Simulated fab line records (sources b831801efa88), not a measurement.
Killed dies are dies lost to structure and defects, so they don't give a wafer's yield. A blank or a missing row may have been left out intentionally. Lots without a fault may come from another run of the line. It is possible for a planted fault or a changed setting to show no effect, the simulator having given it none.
What tool caused it? / flow gf180mcu / 24 lots, 72 wafers sampled, at 4 steps of a route of 602

== WHAT EACH GAUGE READ, for each wafer ==
GF_NSD_TW_MEAS_12.
lot=L074; measured=day 13 06:25; on=film metro-03; NSD_TW=4250 4244 4251
lot=L075; measured=day 13 12:01; on=film metro-04; NSD_TW=4162 4163 4154
lot=L076; measured=day 14 04:13; on=film metro-03; NSD_TW=4266 4270 4233
lot=L077; measured=day 14 11:25; on=film metro-03; NSD_TW=4260 4245 4240
lot=L078; measured=day 14 15:47; on=film metro-01; NSD_TW=4274 4267 4270
lot=L079; measured=day 14 23:28; on=film metro-03; NSD_TW=4245 4240 4230
lot=L080; measured=day 15 06:22; on=film metro-04; NSD_TW=4206 4197 4208
lot=L081; measured=day 15 18:28; on=film metro-01; NSD_TW=4266 4263 4243
lot=L082; measured=day 15 23:32; on=film metro-03; NSD_TW=4273 4263 4273
lot=L083; measured=day 16 12:01; on=film metro-03; NSD_TW=4240 4246 4225
lot=L084; measured=day 16 22:31; on=film metro-03; NSD_TW=4234 4247 4256
lot=L085; measured=day 17 07:20; on=film metro-04; NSD_TW=4195 4199 4174
lot=L086; measured=day 17 18:38; on=film metro-03; NSD_TW=4242 4274 4274
lot=L087; measured=day 18 03:17; on=film metro-04; NSD_TW=4180 4157 4186
lot=L088; measured=day 18 13:34; on=film metro-01; NSD_TW=4303 4291 4275
lot=L089; measured=day 18 16:11; on=film metro-03; NSD_TW=4243 4250 4227
lot=L090; measured=day 19 04:20; on=film metro-03; NSD_TW=4263 4280 4283
lot=L091; measured=day 19 13:53; on=film metro-01; NSD_TW=4316 4325 4295
lot=L092; measured=day 19 18:01; on=film metro-03; NSD_TW=4290 4288 4301
lot=L093; measured=day 19 23:13; on=film metro-01; NSD_TW=4310 4282 4349
lot=L094; measured=day 20 08:11; on=film metro-04; NSD_TW=4162 4161 4174
lot=L095; measured=day 20 12:50; on=film metro-04; NSD_TW=4207 4202 4185
lot=L096; measured=day 20 19:53; on=film metro-01; NSD_TW=4324 4320 4302
lot=L097; measured=day 21 09:43; on=film metro-04; NSD_TW=4173 4165 4176

GF_V3_CD_MEAS_14: target cd 260 nm.
lot=L074; measured=day 22 04:58; on=cd sem-01; cd nm (nm)=259.6 259.7 259.3
lot=L075; measured=day 22 11:24; on=cd sem-02; cd nm (nm)=261.0 260.3 261.0
lot=L076; measured=day 23 13:13; on=cd sem-01; cd nm (nm)=260.6 260.6 259.2
lot=L077; measured=day 23 13:34; on=cd sem-02; cd nm (nm)=258.5 260.1 259.5
lot=L078; measured=day 23 18:00; on=cd sem-01; cd nm (nm)=259.3 258.7 259.4
lot=L079; measured=day 24 04:12; on=cd sem-02; cd nm (nm)=261.1 261.5 261.5
lot=L080; measured=day 24 10:26; on=cd sem-02; cd nm (nm)=256.6 257.6 258.2
lot=L081; measured=day 24 20:49; on=cd sem-02; cd nm (nm)=261.4 262.0 261.8
lot=L082; measured=day 25 02:49; on=cd sem-02; cd nm (nm)=260.8 258.6 260.0
lot=L083; measured=day 25 15:10; on=cd sem-02; cd nm (nm)=260.9 259.7 259.5
lot=L084; measured=day 25 23:12; on=cd sem-02; cd nm (nm)=258.5 259.7 260.1
lot=L085; measured=day 26 09:41; on=cd sem-02; cd nm (nm)=259.3 260.3 259.3
lot=L086; measured=day 26 17:47; on=cd sem-02; cd nm (nm)=259.4 259.5 259.7
lot=L087; measured=day 27 02:20; on=cd sem-02; cd nm (nm)=259.3 260.9 260.0
lot=L088; measured=day 27 11:45; on=cd sem-02; cd nm (nm)=261.8 260.6 262.0
lot=L089; measured=day 27 13:31; on=cd sem-02; cd nm (nm)=258.8 258.8 259.1
lot=L090; measured=day 28 00:18; on=cd sem-02; cd nm (nm)=262.0 261.6 263.0
lot=L091; measured=day 28 08:08; on=cd sem-01; cd nm (nm)=261.3 259.8 258.9
lot=L092; measured=day 28 11:03; on=cd sem-02; cd nm (nm)=259.0 259.5 260.3
lot=L093; measured=day 28 14:06; on=cd sem-01; cd nm (nm)=260.3 259.3 258.5
lot=L094; measured=day 29 00:24; on=cd sem-01; cd nm (nm)=259.5 259.6 262.0
lot=L095; measured=day 29 02:17; on=cd sem-02; cd nm (nm)=260.2 261.0 260.4
lot=L096; measured=day 29 09:54; on=cd sem-02; cd nm (nm)=259.9 260.4 260.3
lot=L097; measured=day 29 18:57; on=cd sem-02; cd nm (nm)=259.4 259.5 260.2

== TOOL THAT RAN EACH LOT (tool first, then ch and the chambers of the sampled wafers, then the start) ==
lot=L074; GF_M1_SPUTTER_01=pvd sputter-02, day 16 01:30; GF_M3_STRIP_17=plasma asher-01 ch 0,1, day 21 04:08
lot=L075; GF_M1_SPUTTER_01=pvd sputter-02, day 16 07:17; GF_M3_STRIP_17=plasma asher-01 ch 0,1, day 21 11:17
lot=L076; GF_M1_SPUTTER_01=pvd sputter-04, day 17 01:26; GF_M3_STRIP_17=plasma asher-02 ch 0,1, day 22 06:23
lot=L077; GF_M1_SPUTTER_01=pvd sputter-04, day 17 08:33; GF_M3_STRIP_17=plasma asher-01 ch 0,1, day 22 13:37
lot=L078; GF_M1_SPUTTER_01=pvd sputter-04, day 17 13:18; GF_M3_STRIP_17=plasma asher-03 ch 0,1, day 22 17:40
lot=L079; GF_M1_SPUTTER_01=pvd sputter-02, day 17 22:36; GF_M3_STRIP_17=plasma asher-02 ch 0,1, day 23 04:08
lot=L080; GF_M1_SPUTTER_01=pvd sputter-02, day 18 04:53; GF_M3_STRIP_17=plasma asher-01 ch 0,1, day 23 09:23
lot=L081; GF_M1_SPUTTER_01=pvd sputter-04, day 18 18:00; GF_M3_STRIP_17=plasma asher-02 ch 0,1, day 23 22:41
lot=L082; GF_M1_SPUTTER_01=pvd sputter-02, day 19 00:09; GF_M3_STRIP_17=plasma asher-01 ch 0,1, day 24 03:56
lot=L083; GF_M1_SPUTTER_01=pvd sputter-04, day 19 13:12; GF_M3_STRIP_17=plasma asher-03 ch 0,1, day 24 16:22
lot=L084; GF_M1_SPUTTER_01=pvd sputter-02, day 20 00:15; GF_M3_STRIP_17=plasma asher-02 ch 0,1, day 25 00:53
lot=L085; GF_M1_SPUTTER_01=pvd sputter-04, day 20 10:20; GF_M3_STRIP_17=plasma asher-01 ch 0,1, day 25 10:56
lot=L086; GF_M1_SPUTTER_01=pvd sputter-04, day 20 22:07; GF_M3_STRIP_17=plasma asher-02 ch 1, day 25 19:23
lot=L087; GF_M1_SPUTTER_01=pvd sputter-02, day 21 05:15; GF_M3_STRIP_17=plasma asher-02 ch 0,1, day 26 04:32
lot=L088; GF_M1_SPUTTER_01=pvd sputter-04, day 21 17:35; GF_M3_STRIP_17=plasma asher-02 ch 0,1, day 26 14:41
lot=L089; GF_M1_SPUTTER_01=pvd sputter-03, day 21 19:09; GF_M3_STRIP_17=plasma asher-03 ch 0,1, day 26 15:58
lot=L090; GF_M1_SPUTTER_01=pvd sputter-02, day 22 07:26; GF_M3_STRIP_17=plasma asher-01 ch 0,1, day 27 03:02
lot=L091; GF_M1_SPUTTER_01=pvd sputter-03, day 22 17:30; GF_M3_STRIP_17=plasma asher-02 ch 0,1, day 27 12:03
lot=L092; GF_M1_SPUTTER_01=pvd sputter-03, day 22 20:55; GF_M3_STRIP_17=plasma asher-01 ch 0,1, day 27 14:13
lot=L093; GF_M1_SPUTTER_01=pvd sputter-03, day 23 00:49; GF_M3_STRIP_17=plasma asher-01 ch 0, day 27 16:56
lot=L094; GF_M1_SPUTTER_01=pvd sputter-04, day 23 10:37; GF_M3_STRIP_17=plasma asher-01 ch 0,1, day 28 03:37
lot=L095; GF_M1_SPUTTER_01=pvd sputter-02, day 23 13:18; GF_M3_STRIP_17=plasma asher-01 ch 0,1, day 28 05:56
lot=L096; GF_M1_SPUTTER_01=pvd sputter-04, day 23 21:36; GF_M3_STRIP_17=plasma asher-02 ch 0,1, day 28 13:08
lot=L097; GF_M1_SPUTTER_01=pvd sputter-04, day 24 09:04; GF_M3_STRIP_17=plasma asher-02 ch 0,1, day 28 22:32
- GF_M1_SPUTTER_01: material TiN, target thk 30 nm, time 25 s.
- GF_M3_STRIP_17: strips in O2/N2.

== WHAT THE TOOLS THEMSELVES READ (means of the sampled wafers that have a number; where no wafer has one, the mark that the record gives instead) ==
GF_M1_SPUTTER_01.
lot=L074; tool=pvd sputter-02; throttle valve pct (%)=29.9
lot=L075; tool=pvd sputter-02; throttle valve pct (%)=30.0
lot=L076; tool=pvd sputter-04; throttle valve pct (%)=30.0
lot=L077; tool=pvd sputter-04; throttle valve pct (%)=29.7
lot=L078; tool=pvd sputter-04; throttle valve pct (%)=29.6
lot=L079; tool=pvd sputter-02; throttle valve pct (%)=30.5
lot=L080; tool=pvd sputter-02; throttle valve pct (%)=31.1
lot=L081; tool=pvd sputter-04; throttle valve pct (%)=30.8
lot=L082; tool=pvd sputter-02; throttle valve pct (%)=30.6
lot=L083; tool=pvd sputter-04; throttle valve pct (%)=30.5
lot=L084; tool=pvd sputter-02; throttle valve pct (%)=30.5
lot=L085; tool=pvd sputter-04; throttle valve pct (%)=30.4
lot=L086; tool=pvd sputter-04; throttle valve pct (%)=29.8
lot=L087; tool=pvd sputter-02; throttle valve pct (%)=31.1
lot=L088; tool=pvd sputter-04; throttle valve pct (%)=29.2
lot=L089; tool=pvd sputter-03; throttle valve pct (%)=30.1
lot=L090; tool=pvd sputter-02; throttle valve pct (%)=31.2
lot=L091; tool=pvd sputter-03; throttle valve pct (%)=31.0
lot=L092; tool=pvd sputter-03; throttle valve pct (%)=30.8
lot=L093; tool=pvd sputter-03; throttle valve pct (%)=30.8
lot=L094; tool=pvd sputter-04; throttle valve pct (%)=29.9
lot=L095; tool=pvd sputter-02; throttle valve pct (%)=30.5
lot=L096; tool=pvd sputter-04; throttle valve pct (%)=29.5
lot=L097; tool=pvd sputter-04; throttle valve pct (%)=29.1

GF_M3_STRIP_17.
lot=L074; tool=plasma asher-01; drypump motor current A (A)=5.77; heater power w (W)=342; oes product au (a.u.)=0.542; strip time to endpoint s (s)=7.43
lot=L075; tool=plasma asher-01; drypump motor current A (A)=5.78; heater power w (W)=341; oes product au (a.u.)=0.540; strip time to endpoint s (s)=7.44
lot=L076; tool=plasma asher-02; drypump motor current A (A)=5.31; heater power w (W)=298; oes product au (a.u.)=0.538; strip time to endpoint s (s)=7.36
lot=L077; tool=plasma asher-01; drypump motor current A (A)=5.78; heater power w (W)=350; oes product au (a.u.)=0.539; strip time to endpoint s (s)=7.43
lot=L078; tool=plasma asher-03; drypump motor current A (A)=5.82; heater power w (W)=355; oes product au (a.u.)=0.541; strip time to endpoint s (s)=7.45
lot=L079; tool=plasma asher-02; drypump motor current A (A)=5.30; heater power w (W)=298; oes product au (a.u.)=0.539; strip time to endpoint s (s)=7.40
lot=L080; tool=plasma asher-01; drypump motor current A (A)=5.77; heater power w (W)=326; oes product au (a.u.)=0.538; strip time to endpoint s (s)=7.42
lot=L081; tool=plasma asher-02; drypump motor current A (A)=5.25; heater power w (W)=306; oes product au (a.u.)=0.541; strip time to endpoint s (s)=7.38
lot=L082; tool=plasma asher-01; drypump motor current A (A)=5.77; heater power w (W)=346; oes product au (a.u.)=0.535; strip time to endpoint s (s)=7.47
lot=L083; tool=plasma asher-03; drypump motor current A (A)=5.83; heater power w (W)=351; oes product au (a.u.)=0.534; strip time to endpoint s (s)=7.41
lot=L084; tool=plasma asher-02; drypump motor current A (A)=5.31; heater power w (W)=299; oes product au (a.u.)=0.539; strip time to endpoint s (s)=7.43
lot=L085; tool=plasma asher-01; drypump motor current A (A)=5.77; heater power w (W)=333; oes product au (a.u.)=0.535; strip time to endpoint s (s)=7.36
lot=L086; tool=plasma asher-02; drypump motor current A (A)=5.17; heater power w (W)=316; oes product au (a.u.)=0.540; strip time to endpoint s (s)=7.46
lot=L087; tool=plasma asher-02; drypump motor current A (A)=5.25; heater power w (W)=307; oes product au (a.u.)=0.532; strip time to endpoint s (s)=7.37
lot=L088; tool=plasma asher-02; drypump motor current A (A)=5.24; heater power w (W)=313; oes product au (a.u.)=0.543; strip time to endpoint s (s)=7.51
lot=L089; tool=plasma asher-03; drypump motor current A (A)=5.81; heater power w (W)=346; oes product au (a.u.)=0.534; strip time to endpoint s (s)=7.37
lot=L090; tool=plasma asher-01; drypump motor current A (A)=5.78; heater power w (W)=326; oes product au (a.u.)=0.534; strip time to endpoint s (s)=7.36
lot=L091; tool=plasma asher-02; drypump motor current A (A)=5.25; heater power w (W)=309; oes product au (a.u.)=0.539; strip time to endpoint s (s)=7.42
lot=L092; tool=plasma asher-01; drypump motor current A (A)=5.76; heater power w (W)=346; oes product au (a.u.)=0.542; strip time to endpoint s (s)=7.43
lot=L093; tool=plasma asher-01; drypump motor current A (A)=5.77; heater power w (W)=311; oes product au (a.u.)=0.532; strip time to endpoint s (s)=7.38
lot=L094; tool=plasma asher-01; drypump motor current A (A)=5.76; heater power w (W)=348; oes product au (a.u.)=0.538; strip time to endpoint s (s)=7.41
lot=L095; tool=plasma asher-01; drypump motor current A (A)=5.76; heater power w (W)=343; oes product au (a.u.)=0.542; strip time to endpoint s (s)=7.41
lot=L096; tool=plasma asher-02; drypump motor current A (A)=5.32; heater power w (W)=298; oes product au (a.u.)=0.535; strip time to endpoint s (s)=7.37
lot=L097; tool=plasma asher-02; drypump motor current A (A)=5.23; heater power w (W)=306; oes product au (a.u.)=0.539; strip time to endpoint s (s)=7.39

== THE ANSWER, worked out from the rows above alone ==
Rule: usual is defined by the lots themselves. Put in order of their means at a reading, lots are off if they are a third of the lots or fewer, leave a main group of 4 or more, and stand apart from it by a gap of 3 or more times the standard deviation of the main group's means; of several such gaps the widest counts. Not used: any main group whose means are identical at the precision the tables above print for the reading. A lot without any number at a reading at which 4 lots or more have one is off too. Any other lot the step has rows for is counted as sound. After the gauges, taken in route order, come the tools' own readings; for these a lot's mean is taken, as printed above. At the first step where some lot is off, the reading lying furthest off is the one used; lots without a number count as furthest.
Nothing can be told from this: no lot is off at any reading shown.

== WHAT THE SIMULATOR HAD INSERTED ==
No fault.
